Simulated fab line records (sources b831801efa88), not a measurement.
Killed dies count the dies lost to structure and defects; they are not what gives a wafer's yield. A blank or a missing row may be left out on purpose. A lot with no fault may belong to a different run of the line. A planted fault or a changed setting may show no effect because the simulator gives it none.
Matching of chambers    flow gf180mcu    GF_V3_CVD_02 on pecvd-03: 3 sister chambers
The step deposits SiO2 from TEOS, target thk 850 nm, time 94.851 s. 3 wafers are shown with their chamber, then 8 later ones without.

## WAFERS PAIRED WITH THEIR CHAMBERS
wafer   chamber  heater power w (W)
L092.1  0        678
L092.5  2        587
L093.1  1        766

## WAFERS WITH NO CHAMBER GIVEN
wafer   heater power w (W)
L093.4  687
L093.5  680
L094.1  757
L094.2  708
L094.3  608
L095.1  684
L095.3  741
L095.6  701

## CHAMBER TAKEN BY EACH
wafer    from the rows above       in truth
L093.4   0                         0
L093.5   0                         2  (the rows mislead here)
L094.1   1                         1
L094.2   can't be placed: 0 or 1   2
L094.3   2                         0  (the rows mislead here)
L095.1   0                         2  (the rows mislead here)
L095.3   1                         1
L095.6   0                         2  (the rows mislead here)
3 of 8 placed correctly. These rows do not allow placing 1 (true chamber among the candidates in 0). 4 placed wrongly.
How it was worked out, from the rows above alone: a wafer's distance from a chamber is the root of the sum, over the readings, of the square of ((its reading less the chamber's mean) divided by the reading's scatter). The wafer belongs to the nearest chamber; if the next one is less than 2 further off, it can't be placed. A chamber's mean is the mean of its shown wafers. The scatter (one wafer shown for each chamber): square how far every hidden wafer sits from the nearest shown wafer, average those squares and take the square root.
